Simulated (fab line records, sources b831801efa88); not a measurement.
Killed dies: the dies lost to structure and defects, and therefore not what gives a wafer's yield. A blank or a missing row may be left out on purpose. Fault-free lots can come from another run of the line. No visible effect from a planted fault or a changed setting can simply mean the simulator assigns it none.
Comparing a struck lot with a sound one / flow sfq line / 14 steps out of a route of 325
Sound: these wafers, L818.2, L818.5, L818.6. Struck: wafers L823.3, L823.5. (L823.6 of the same lot was not struck and is left out.) The cause comes at the end.
Order at every step that has rows: each side's tool, ch and its chambers, its first start. Under that, the readings that differ: sound wafers / struck wafers / difference of the means / sigmas: that difference in standard deviations of wafers without a fault.
alike: words and numbers the same on both sides, and readings whose means are apart by under 2 such deviations; not compared: readings that were withheld, readings missing a value for some wafer, numbers with overlapping values and no deviation given by the record, and bounds like >300 which may hide the same value.
The two part at a step that has a row with sigmas, a row that says differs or no value, or rows on one side only. Numbers that have no deviation but don't overlap get no sigmas and don't part them. Lack of a reading on every wafer of one side parts them only where that side has two or more wafers.

SFQ_TRILAYER_JJ_CE_BARC_OPEN_RIE_150: chemistry O2, target BARC, target depth 240 nm, time 80 s.
  sound on rie metal-04 ch 0,1, day 62 15:26; struck on rie metal-03 ch 0, day 63 21:28
  alike: drypump motor current A, oes product au
  not compared: rf hours counter h
SFQ_TRILAYER_JJ_CE_ETCH_RIE_118: chemistry SF6, target Nb, stops on Al2O3, time 97.7 s, target depth 170 nm.
  sound on rie metal-04 ch 0,1, day 62 15:31; struck on rie metal-03 ch 0, day 63 21:34
  alike: drypump motor current A, oes product au
  not compared: rf hours counter h
then, 1 step without rows for these wafers: SFQ_TRILAYER_JJ_ANODIZE_ANODIZE_119.
SFQ_TRILAYER_JJ_CE_STRIP_STRIP_120: strips in O2.
  sound on rie metal-03 ch 0,1, day 62 16:08; struck on rie metal-01 ch 1, day 63 22:20
  alike: drypump motor current A, oes product au
  not compared: rf hours counter h
then, 7 steps without rows for these wafers: SFQ_TRILAYER_JJ_CE_STRIP_SOLV_CLEAN_121 (cleans in NMP, time 600 s); SFQ_TRILAYER_M5_LITHO_COAT_128 (resist thk 62 nm); SFQ_TRILAYER_M5_LITHO_COAT_123 (resist thk 600 nm); SFQ_TRILAYER_M5_LITHO_SOFTBAKE_127; SFQ_TRILAYER_M5_LITHO_EXPOSE_124 (exposes mask M5, target cd 700 nm); SFQ_TRILAYER_M5_LITHO_PEB_126 (peb time 60 s); SFQ_TRILAYER_M5_LITHO_DEVELOP_125 (time 60 s).
-- the record jumps here: 4 days lie between the struck wafers' starts before and after --
SFQ_M5_OVL_MEAS_932:
  sound on overlay-01 at day 67 05:39; struck on overlay-02 at day 68 05:46
  alike: M5_OVL
SFQ_TRILAYER_M5_BARC_OPEN_METAL_ETCH_161: etches BARC in O2, target depth 125 nm, time 41.7 s.
  sound on rie metal-02 ch 0,1, day 67 05:41; struck on rie metal-03 ch 0, day 68 05:48
reading=oes product au (a.u.); sound=0.693 0.691 0.691; struck=0.665 0.662; difference=-0.028; sigmas=-6
reading=model.KrF_of_TRILAYER_M5_LITHO_COAT_123.thk nm (nm); sound=524.1 523.8 525.8; struck=516.8 517.3; difference=-7.5; sigmas=
  alike: drypump motor current A
  not compared: rf hours counter h
SFQ_TRILAYER_M5_ETCH_METAL_ETCH_126: etches Nb in Cl2/BCl3, stops on SiO2, time 203.2 s, target depth 265 nm.
  sound on rie metal-02 ch 0,1, day 67 05:44; struck on rie metal-03 ch 0, day 68 05:55
  alike: drypump motor current A, oes product au
  not compared: rf hours counter h

WHERE THEY PART
SFQ_TRILAYER_M5_BARC_OPEN_METAL_ETCH_161 only, going by this record. Later steps at which nothing parts them and some readings are alike: SFQ_TRILAYER_M5_ETCH_METAL_ETCH_126.

WHY: what the simulator had put in
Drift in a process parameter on rie metal-03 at SFQ_TRILAYER_M5_BARC_OPEN_METAL_ETCH_161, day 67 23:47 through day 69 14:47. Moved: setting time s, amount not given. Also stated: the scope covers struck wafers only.
